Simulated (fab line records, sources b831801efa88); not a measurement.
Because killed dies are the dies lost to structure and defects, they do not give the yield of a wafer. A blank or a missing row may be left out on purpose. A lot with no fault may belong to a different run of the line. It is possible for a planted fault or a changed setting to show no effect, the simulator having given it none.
Struck lot and sound lot, side by side / flow sky130 / 14 out of 708 route steps
Sound: wafers L319.1, L319.5, L319.6. Struck: wafers L315.1, L315.2, L315.5. The cause is named last.
Order at every step that has rows: each side's tool, ch and its chambers, its first start. Under that, the readings that differ: sound wafers / struck wafers / difference of the means / sigmas: that difference in standard deviations of wafers without a fault.
alike: a reading whose means differ by less than 2 such deviations, as well as words and numbers matching on both sides. not compared: withheld readings; readings where some wafer has no value; bounds like >300 that might hide an equal value; numbers whose values overlap and for which the record gives no deviation.
A row with sigmas, a row that says differs or no value, or rows on one side alone: a step with any of these is where the two part. When numbers do not overlap yet have no deviation, they are printed without sigmas and do not part them. A reading missing from all wafers of one side parts the sides only when that side holds two or more wafers.

first, 1 step without rows for these wafers: SKY_VT_ADJUST_HVTP_DEVELOP_06 (develop time 60 s).
SKY_VT_ADJUST_HVTP_CD_MEAS_07 targets a cd of 380 nm.
  sound on cdSem-01, day 11 14:23; struck on cdSem-02, day 10 13:50
reading=cdNm (nm); sound=374.2 376.0 376.8; struck=381.2 382.6 381.8; difference=+6.2; sigmas=+2
SKY_VT_ADJUST_HVTP_OVL_MEAS_08:
  sound on overlay-02, day 11 14:30; struck on overlay-01, day 10 13:58
  alike: VT_ADJUST_HVTP_OVL
next, for these wafers, 1 step has no rows: SKY_VT_ADJUST_HVTP_IMPLANT_09.
SKY_VT_ADJUST_HVTP_STRIP_10: strips in O2/N2.
  sound on plasmaAsher-04 ch 0,1, day 11 14:41; struck on plasmaAsher-04 ch 0,1, day 10 14:09
  alike: chamberPressureMTorr, drypumpMotorCurrentA, oesProductAu, stripTimeToEndpointS
  not compared: rfHoursCounterH
SKY_VT_ADJUST_HVTP_TW_MEAS_11:
  sound on filmMetro-02, day 11 14:47; struck on filmMetro-03, day 10 14:15
  alike: VT_ADJUST_HVTP_TW
then, 6 steps without rows for these wafers: SKY_VT_ADJUST_LVTN_DEHYDRATE_00 (time 60 s); SKY_VT_ADJUST_LVTN_HMDS_01 (prime time 60 s); SKY_VT_ADJUST_LVTN_COAT_02 (resist thk 3000 nm); SKY_VT_ADJUST_LVTN_SOFTBAKE_03; SKY_VT_ADJUST_LVTN_EXPOSE_04 (exposes mask NWM COMPLEMENT LESS NATIVE, target cd 840 nm); SKY_VT_ADJUST_LVTN_PEB_05.
SKY_VT_ADJUST_LVTN_DEVELOP_06: develop time 60 s.
  struck on lithoTrack-01, day 11 12:00; sound on lithoTrack-01 ch 0, day 12 14:00
  no value came back on the struck wafers for chillPlateTempC (C), developTimeS (s); on the sound wafers chillPlateTempC (C) reads 23.03 23.11 22.88
SKY_VT_ADJUST_LVTN_OVL_MEAS_07:
  sound on overlay-02, day 12 14:53; struck on overlay-02, day 11 12:59
reading=VT_ADJUST_LVTN_OVL (nm); sound=0.6 -0.4 2.7; struck=- - -; difference=no value on the struck wafers; sigmas=

WHERE THEY PART
Last at SKY_VT_ADJUST_LVTN_OVL_MEAS_07 as far as this record goes, first at SKY_VT_ADJUST_HVTP_CD_MEAS_07.

WHY: whatever the simulator had introduced
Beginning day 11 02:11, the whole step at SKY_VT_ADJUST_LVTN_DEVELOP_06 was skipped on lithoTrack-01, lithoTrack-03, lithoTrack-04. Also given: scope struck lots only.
